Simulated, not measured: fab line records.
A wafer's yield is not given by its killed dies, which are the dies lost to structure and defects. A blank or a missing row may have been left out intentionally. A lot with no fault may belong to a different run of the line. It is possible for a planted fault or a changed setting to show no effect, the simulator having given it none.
fab line records	flow sky130
[record] lots = 10	wafers = 30	last_day = 50
route steps=708 shown FIELD_ISO@18 DNWELL@43 NWELL@64 PWDE@84 PAD_OPEN@708
lots with no fault: from the same line, run without faults
start_h: hours from the record's opening day to when the first of the lot's shown wafers began	wait_h: hours from the lot's prior step to this one	" unchanged from the row above	L1.1+2: one row covering several wafers at once	- no value present, or no start provided	* or withheld: withheld	< > ~ a bound
route shown NAME@n: names a module that has steps shown in the file, with the first one's number in the route	usual: the fault-free wafers' mean and standard deviation	same: alike in all rows	chamber/n: place in a boat	sites: per-site readings	_std_site: standard deviation of those values	_edge_site: mean of outer sites minus mean of inner sites	radius_mm: for every site, how far away it sits from the centre of the wafer	mask NAME#n: copy n	behind: tool/chamber where the wafer was last shaped	hold: why the lot went on hold/how many hours it stayed there/how the hold came to an end	device: which transistor (n, p or np) failed to switch	end of line: tests run on the same wafers once the route is complete	for a step that has no rows: nothing shown but its recipe	killed: count of dies lost to structure and defects at first sort (not the wafer's yield)	map: a wafer's dies, marking killed ones x, the rest . and places with no die _
set.NAME: the setting that was run; set.NAME@STEP: the one run at that earlier step	model.NAME: the simulator's own value behind a step, which no gauge read
steps of the route over a sample of lots; a table a step, a row a wafer
services: the hour from which a tool's chamber was out of use, counted from the record's first day as start_h (under 0 if before that day), plus the number of hours and why
[[steps]]
[step SKY_FIELD_ISO_ETCH_17]
[recipe] target_depth_a = 3420	mask_material = Si3N4	chemistry = HBr/Cl2/O2	target = Si	taper_deg = 5	icp_w = 600	bias_w = 150	pressure_mtorr = 15	HBr_flow_sccm = 150	Cl2_flow_sccm = 40	O2_flow_sccm = 6	time_s = 97.7
[usual] bias_w = 150.0/0.46	drypump_motor_current_A = 5.86/0.28	oes_product_au = 0.999/0.013	throttle_valve_pct = 25.656/0.012
[same] time_s = 97.7
lot.wafer	tool	chamber	start_h	wait_h	bias_w	drypump_motor_current_A	oes_product_au	rf_hours_counter_h	throttle_valve_pct
L916.3	rie_si-01	2	34.79	0.0	149.8	5.91	1.012	58	25.629
L916.5	"	3	"	"	149.3	5.83	1.009	-	25.662
L916.6	"	0	"	"	150.5	5.96	0.996	-	25.656
L918.4	rie_si-01	2	44.14	0.0	149.9	5.93	1.011	58	25.645
L918.5	"	1	"	"	150.4	5.91	0.988	-	25.656
L918.6	"	2	"	"	149.2	5.92	1.013	-	25.664
L923.3	rie_si-02	3	71.22	0.0	150.4	5.10	1.015	37	25.648
L923.5	"	2	"	"	150.3	5.87	0.966	-	25.702
L923.6	"	1	"	"	149.8	6.14	0.995	-	25.654
L926.1	rie_si-01	1	86.19	0.1	150.6	5.91	0.998	146	25.653
L926.2	"	2	"	"	150.0	5.92	1.021	59	25.652
L926.6	"	2	"	"	150.6	5.95	1.019	-	25.643
L927.2	rie_si-01	3	91.49	0.1	149.4	5.78	0.996	126	25.662
L927.4	"	0	"	"	149.9	5.95	1.010	3	25.645
L927.5	"	2	"	"	150.2	5.91	1.009	-	25.646
L930.2	rie_si-01	0	106.27	0.1	150.1	5.95	1.002	3	25.653
L930.4	"	2	"	"	150.5	5.93	1.010	-	25.638
L930.5	"	3	"	"	149.7	5.76	0.996	-	25.653
L931.1	rie_si-02	2	112.74	0.1	150.1	5.86	0.979	117	25.685
L931.5	"	1	"	"	149.8	6.12	1.008	-	25.644
L931.6	"	0	"	"	149.5	6.07	1.006	-	25.633
L932.1	rie_si-02	3	119.12	0.1	150.1	5.09	1.009	37	25.664
L932.5	"	0	"	"	149.9	6.06	0.993	-	25.664
L932.6	"	1	"	"	150.5	6.15	1.001	-	25.653
L933.1	rie_si-02	1	124.27	0.1	149.1	6.15	1.013	37	25.638
L933.3	"	3	"	"	150.1	5.11	1.015	37	25.655
L933.5	"	0	"	"	150.5	6.05	1.013	-	25.635
L936.2	rie_si-02	1	138.32	0.1	149.4	6.14	1.007	37	25.658
L936.5	"	0	"	"	150.1	6.06	0.996	-	25.674
L936.6	"	3	"	"	149.9	5.11	0.998	-	25.649
[step SKY_DNWELL_STRIP_08]
[recipe] chemistry = O2/N2	power_w = 1400	pressure_mtorr = 1500	platen_temp_c = withheld	o2_flow_sccm = 3000	n2_flow_sccm = 300	overash_fraction = 0.5
[usual] drypump_motor_current_A = 5.7/0.33	o2_flow_sccm = 2999/8.4	oes_product_au = 0.722/0.0041	strip_time_to_endpoint_s = 36.92/0.097
lot.wafer	tool	chamber	start_h	wait_h	drypump_motor_current_A	o2_flow_sccm	oes_product_au	rf_hours_counter_h	strip_time_to_endpoint_s
L916.3	plasma_asher-04	1	58.91	0.1	6.1	2995	0.721	-	36.85
L916.5	"	0	"	"	5.7	3002	0.717	-	36.78
L916.6	"	1	"	"	6.1	2998	0.720	-	36.82
L918.4	plasma_asher-04	1	65.56	0.1	6.2	3001	0.729	-	36.98
L918.5	"	0	"	"	5.7	2992	0.724	-	37.08
L918.6	"	1	"	"	6.1	2997	0.722	-	37.07
L923.3	plasma_asher-02	0	94.97	0.1	5.3	3014	0.728	-	37.03
L923.5	"	0	"	"	5.3	2998	0.714	-	36.98
L923.6	"	1	"	"	5.4	3006	0.721	-	36.95
L926.1	plasma_asher-04	0	111.37	0.1	5.7	2992	0.718	41	36.91
L926.2	"	1	"	"	6.1	3001	0.723	41	36.98
L926.6	"	1	"	"	6.1	3015	0.724	-	37.02
L927.2	plasma_asher-02	0	117.14	0.1	5.3	2996	0.722	43	37.06
L927.4	"	0	"	"	5.3	3000	0.722	-	36.95
L927.5	"	1	"	"	5.4	2998	0.721	-	37.11
L930.2	plasma_asher-02	0	131.82	0.1	5.3	3010	0.732	44	36.85
L930.4	"	1	"	"	5.5	3005	0.713	-	36.93
L930.5	"	1	"	"	5.4	3009	0.721	-	36.73
L931.1	plasma_asher-02	0	138.82	0.1	5.3	2995	0.720	45	36.78
L931.5	"	0	"	"	5.3	2988	0.722	-	36.87
L931.6	"	1	"	"	5.4	3006	0.723	-	36.79
L932.1	plasma_asher-04	0	147.77	0.1	5.7	2996	0.714	46	36.85
L932.5	"	0	"	"	5.7	3004	0.726	-	36.83
L932.6	"	1	"	"	6.1	2994	0.725	-	36.85
L933.1	plasma_asher-04	0	152.53	0.1	5.7	3000	0.721	46	36.93
L933.3	"	0	"	"	5.7	3005	0.722	-	36.84
L933.5	"	0	"	"	5.7	3001	0.720	-	36.95
L936.2	plasma_asher-04	1	164.52	0.1	6.1	3006	0.719	48	36.97
L936.5	"	1	"	"	6.1	2983	0.722	-	36.90
L936.6	"	0	"	"	5.7	2992	0.725	-	37.00
[step SKY_NWELL_IMPLANT_11]
[recipe] species = P	energy_kev = 400	dose_cm2 = 1.9e+13	tilt_deg = withheld
[usual] beam_energy_keV = 400.01/0.1	beam_on_s = 10.01/0.19	end_station_pressure_torr = 5.05e-06/2.6e-07
lot.wafer	tool	chamber	start_h	wait_h	beam_energy_keV	beam_on_s	end_station_pressure_torr
L916.3	implanter-03	0	92.92	0.1	399.98	9.95	5.28e-06
L916.5	"	0	"	"	400.04	10.34	5.18e-06
L916.6	"	0	"	"	399.88	10.24	5.14e-06
L918.4	implanter-03	0	98.94	0.1	400.19	10.11	5.06e-06
L918.5	"	0	"	"	399.89	10.22	5.22e-06
L918.6	"	0	"	"	399.95	10.08	5e-06
L923.3	implanter-02	0	131.82	0.1	399.94	10.01	5.01e-06
L923.5	"	0	"	"	400.02	9.91	4.64e-06
L923.6	"	0	"	"	399.84	10.11	5.22e-06
L926.1	implanter-03	0	149.87	0.0	359.82	10.03	4.85e-06
L926.2	"	0	"	"	359.72	9.91	4.99e-06
L926.6	"	0	"	"	359.94	9.68	4.9e-06
L927.2	implanter-03	0	155.56	0.0	360.08	9.80	5.14e-06
L927.4	"	0	"	"	360.01	10.11	5.4e-06
L927.5	"	0	"	"	360.01	9.81	5.14e-06
L930.2	implanter-01	0	171.01	0.0	399.85	9.76	4.76e-06
L930.4	"	0	"	"	400.02	10.09	4.78e-06
L930.5	"	0	"	"	399.96	10.07	4.82e-06
L931.1	implanter-02	0	178.44	0.0	399.94	10.34	4.89e-06
L931.5	"	0	"	"	400.03	9.99	5.1e-06
L931.6	"	0	"	"	399.97	10.33	5.55e-06
L932.1	implanter-02	0	187.59	0.0	400.10	9.83	5.15e-06
L932.5	"	0	"	"	399.87	9.99	4.34e-06
L932.6	"	0	"	"	400.15	10.04	5.62e-06
L933.1	implanter-01	0	193.91	0.0	400.08	9.94	5.63e-06
L933.3	"	0	"	"	400.10	10.27	4.87e-06
L933.5	"	0	"	"	400.04	9.93	4.52e-06
L936.2	implanter-02	0	207.60	0.1	400.08	9.80	5.19e-06
L936.5	"	0	"	"	400.08	9.89	4.86e-06
L936.6	"	0	"	"	400.16	9.93	4.62e-06
[step SKY_NWELL_TW_MEAS_15]
[usual] NWELL_TW = 1814/7.4
lot.wafer	tool	chamber	start_h	wait_h	NWELL_TW
L916.3	film_metro-02	-	93.44	0.1	1801
L916.5	"	-	"	"	1809
L916.6	"	-	"	"	1807
L918.4	film_metro-03	-	99.44	0.1	1822
L918.5	"	-	"	"	1806
L918.6	"	-	"	"	1819
L923.3	film_metro-04	-	132.34	0.1	1808
L923.5	"	-	"	"	1811
L923.6	"	-	"	"	1806
L926.1	film_metro-04	-	150.42	0.1	1802
L926.2	"	-	"	"	1791
L926.6	"	-	"	"	1791
L927.2	film_metro-04	-	156.10	0.1	1792
L927.4	"	-	"	"	1797
L927.5	"	-	"	"	1796
L930.2	film_metro-04	-	171.55	0.1	1814
L930.4	"	-	"	"	1807
L930.5	"	-	"	"	1816
L931.1	film_metro-03	-	178.99	0.1	1826
L931.5	"	-	"	"	1813
L931.6	"	-	"	"	1816
L932.1	film_metro-02	-	188.14	0.1	1817
L932.5	"	-	"	"	1811
L932.6	"	-	"	"	1820
L933.1	film_metro-04	-	194.46	0.1	1811
L933.3	"	-	"	"	1811
L933.5	"	-	"	"	1805
L936.2	film_metro-03	-	208.13	0.1	1818
L936.5	"	-	"	"	1812
L936.6	"	-	"	"	1815
[step SKY_NWELL_RS_MEAS_29]
[recipe] thk_meas_gauge = four-point-probe
[usual] NWELL_RS = 624.6/1.7
lot.wafer	tool	chamber	start_h	wait_h	hold	NWELL_RS[ohm/sq]
L916.3	film_metro-02	-	112.14	0.1	-	624.8
L916.5	"	-	"	"	-	626.3
L916.6	"	-	"	"	-	625.4
L918.4	film_metro-02	-	118.25	0.1	-	624.1
L918.5	"	-	"	"	-	626.4
L918.6	"	-	"	"	-	624.7
L923.3	film_metro-02	-	152.12	0.1	-	623.3
L923.5	"	-	"	"	-	623.3
L923.6	"	-	"	"	-	624.1
L926.1	film_metro-03	-	170.30	0.1	await_dispo/0.2h/release	642.5
L926.2	"	-	"	"	await_dispo/0.2h/release	642.1
L926.6	"	-	"	"	await_dispo/0.2h/release	641.7
L926.1	film_metro-03	-	170.66	0.3	-	644.1
L926.2	"	-	"	"	-	642.3
L926.6	"	-	"	"	-	643.1
L927.2	film_metro-03	-	176.56	0.1	await_dispo/0.2h/release	641.1
L927.4	"	-	"	"	await_dispo/0.2h/release	643.7
L927.5	"	-	"	"	await_dispo/0.2h/release	642.9
L927.2	film_metro-03	-	176.92	0.3	-	642.8
L927.4	"	-	"	"	-	643.9
L927.5	"	-	"	"	-	642.1
L930.2	film_metro-03	-	192.35	0.1	-	625.0
L930.4	"	-	"	"	-	625.0
L930.5	"	-	"	"	-	623.9
L931.1	film_metro-04	-	200.39	0.1	-	623.5
L931.5	"	-	"	"	-	623.9
L931.6	"	-	"	"	-	622.4
L932.1	film_metro-03	-	210.42	0.1	-	619.7
L932.5	"	-	"	"	-	623.8
L932.6	"	-	"	"	-	621.6
L933.1	film_metro-04	-	217.08	0.1	-	627.5
L933.3	"	-	"	"	-	627.8
L933.5	"	-	"	"	-	627.7
L936.2	film_metro-02	-	231.10	0.1	-	626.1
L936.5	"	-	"	"	-	625.4
L936.6	"	-	"	"	-	626.8
[step SKY_NWELL_RS_MEAS_31]
[recipe] thk_meas_gauge = four-point-probe
[usual] PWDE_RS = 5275/18
lot.wafer	tool	chamber	start_h	wait_h	PWDE_RS[ohm/sq]
L916.3	film_metro-02	-	112.38	0.1	5285
L916.5	"	-	"	"	5294
L916.6	"	-	"	"	5282
L918.4	film_metro-02	-	118.49	0.1	5285
L918.5	"	-	"	"	5285
L918.6	"	-	"	"	5286
L923.3	film_metro-02	-	152.36	0.1	5281
L923.5	"	-	"	"	5257
L923.6	"	-	"	"	5260
L926.1	film_metro-03	-	172.75	0.3	5277
L926.2	"	-	"	"	5269
L926.6	"	-	"	"	5269
L927.2	film_metro-03	-	179.19	0.1	5255
L927.4	"	-	"	"	5247
L927.5	"	-	"	"	5252
L930.2	film_metro-03	-	192.59	0.1	5310
L930.4	"	-	"	"	5279
L930.5	"	-	"	"	5278
L931.1	film_metro-04	-	200.63	0.1	5272
L931.5	"	-	"	"	5276
L931.6	"	-	"	"	5271
L932.1	film_metro-03	-	210.66	0.1	5279
L932.5	"	-	"	"	5258
L932.6	"	-	"	"	5256
L933.1	film_metro-04	-	217.32	0.1	5275
L933.3	"	-	"	"	5273
L933.5	"	-	"	"	5272
L936.2	film_metro-02	-	231.34	0.1	5275
L936.5	"	-	"	"	5271
L936.6	"	-	"	"	5286
[step SKY_PAD_OPEN_PROBE_99]
[usual] killed_at_M0_to_M3 = 43/6.3	killed_at_M4_up = 3.1/1.9	killed_at_contacts = 24/5.1	killed_at_front_end = 14/4.3	killed_at_other = 0.3/0.53	killed_dies = 85/8.8	killed_open = 46/7.1	killed_short = 38/5.9
[same] gross_dies = 492	killed_at_back_side = 0
lot.wafer	tool	chamber	start_h	wait_h	killed_at_M0_to_M3	killed_at_M4_up	killed_at_contacts	killed_at_front_end	killed_at_other	killed_dies	killed_open	killed_short
L923.3	prober-01	-	1124.88	0.2	43	1	22	15	1	82	43	39
L923.5	prober-01	-	1124.98	0.2	39	5	23	7	0	74	48	26
L923.6	prober-01	-	1125.03	0.2	46	1	31	18	0	96	58	38
L926.1	prober-02	-	1143.33	0.1	47	5	21	23	0	96	48	48
L926.2	prober-02	-	1143.38	0.1	46	5	25	18	1	95	53	42
L926.6	prober-02	-	1143.58	0.2	44	4	20	18	0	86	44	42
// killed by level:class
L923.3 VIA1:geometric_particle:open=11 CONTACT:geometric_particle:open=8 METAL1:geometric_particle:short=7 VIA3:geometric_particle:open=7 POLY_GATE:geometric_particle:short=6 LI_CONTACT:geometric_particle:open=6 POLY_GATE:geometric_particle:open=5 LI_CONTACT:geometric_particle:short=5
L923.5 VIA1:geometric_particle:open=12 CONTACT:geometric_particle:open=9 CONTACT:geometric_particle:short=7 VIA2:geometric_particle:open=6 VIA3:geometric_particle:open=6 LI_CONTACT:geometric_particle:open=5 METAL2:geometric_particle:short=5 METAL4:geometric_particle:short=4
L923.6 CONTACT:geometric_particle:open=16 VIA3:geometric_particle:open=8 POLY_GATE:geometric_particle:open=7 VIA1:geometric_particle:open=7 VIA2:geometric_particle:open=7 CONTACT:geometric_particle:short=6 METAL1:geometric_particle:short=6 LI_CONTACT:geometric_particle:open=5
L926.1 FIELD_ISO:geometric_particle:short=10 VIA1:geometric_particle:open=9 VIA2:geometric_particle:open=8 CONTACT:geometric_particle:open=8 VIA3:geometric_particle:open=7 METAL1:geometric_particle:short=5 LOCAL_INTERCONNECT:geometric_particle:short=5 FIELD_ISO:geometric_particle:open=4
L926.2 CONTACT:geometric_particle:open=11 METAL2:geometric_particle:short=8 VIA3:geometric_particle:open=8 VIA1:geometric_particle:short=7 VIA1:geometric_particle:open=7 LI_CONTACT:geometric_particle:open=6 VIA2:geometric_particle:open=6 CONTACT:geometric_particle:short=5
L926.6 VIA1:geometric_particle:open=7 CONTACT:geometric_particle:open=7 VIA3:geometric_particle:open=7 LI_CONTACT:geometric_particle:open=6 METAL2:geometric_particle:short=6 VIA1:geometric_particle:short=5 SPACER:geometric_particle:short=5 VIA3:geometric_particle:short=5
[[services]]
tool	chamber	start_h	hours	kind
plasma_asher-04	-	15.45	14.6	pm
implanter-02	-	16.49	2.1	repair
implanter-02	-	45.95	3.2	repair
implanter-01	-	58.10	3.7	repair
rie_si-02	0	82.54	1.1	repair
rie_si-01	1	98.15	-	clean
rie_si-01	1	98.15	11.9	scheduled_down
rie_si-01	1	98.15	11.9	vent_cycle
implanter-01	-	108.82	2.7	pm
implanter-01	-	111.53	3.6	pm
plasma_asher-02	-	126.79	0.8	repair
plasma_asher-02	-	155.53	4.3	repair
rie_si-02	3	159.69	21.8	repair
implanter-02	-	164.35	4.3	repair
rie_si-01	1	165.83	3.9	repair
implanter-03	-	167.57	2.7	pm
rie_si-01	3	185.22	-	clean
rie_si-01	3	185.22	11.2	scheduled_down
rie_si-01	3	185.22	11.2	vent_cycle
implanter-03	-	206.38	21.5	pm
[[key]]
[first_sign] step = SKY_NWELL_IMPLANT_11	reading = beam_energy_keV	direction = down	sigmas = 99+	usual = *	struck = *
[effect] step = SKY_NWELL_TW_MEAS_15	reading = NWELL_TW	direction = down	sigmas = 2.6	usual = 1814	struck = 1795
[effect] step = SKY_NWELL_RS_MEAS_29	reading = visit	direction = added
[effect] step = SKY_NWELL_RS_MEAS_29	reading = NWELL_RS	direction = up	sigmas = 10	usual = 624.6	struck = 642.3
met_at SKY_NWELL_IMPLANT_11
struck_lots L926,L927
tester_left_out L926,L927
not_acting_at SKY_FIELD_ISO_ETCH_17,SKY_DNWELL_STRIP_08,SKY_NWELL_RS_MEAS_31
onset_between 98.94 149.87
[fault] kind = process_parameter_drift	tool = implanter-03	chamber = -	onset_h = 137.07	steps = SKY_NWELL_IMPLANT_11	channel = energy_kev	offset = *	shape = step	end_h = 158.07	acts_in = *	stated = *
// tester_left_out: of these lots the tester's yield and bins aren't shown, on N5 and GAA mostly nor the transistor test; their killed dies are dies lost to structure and defects alone, not to doping, threshold or leakage, so they don't give the yield
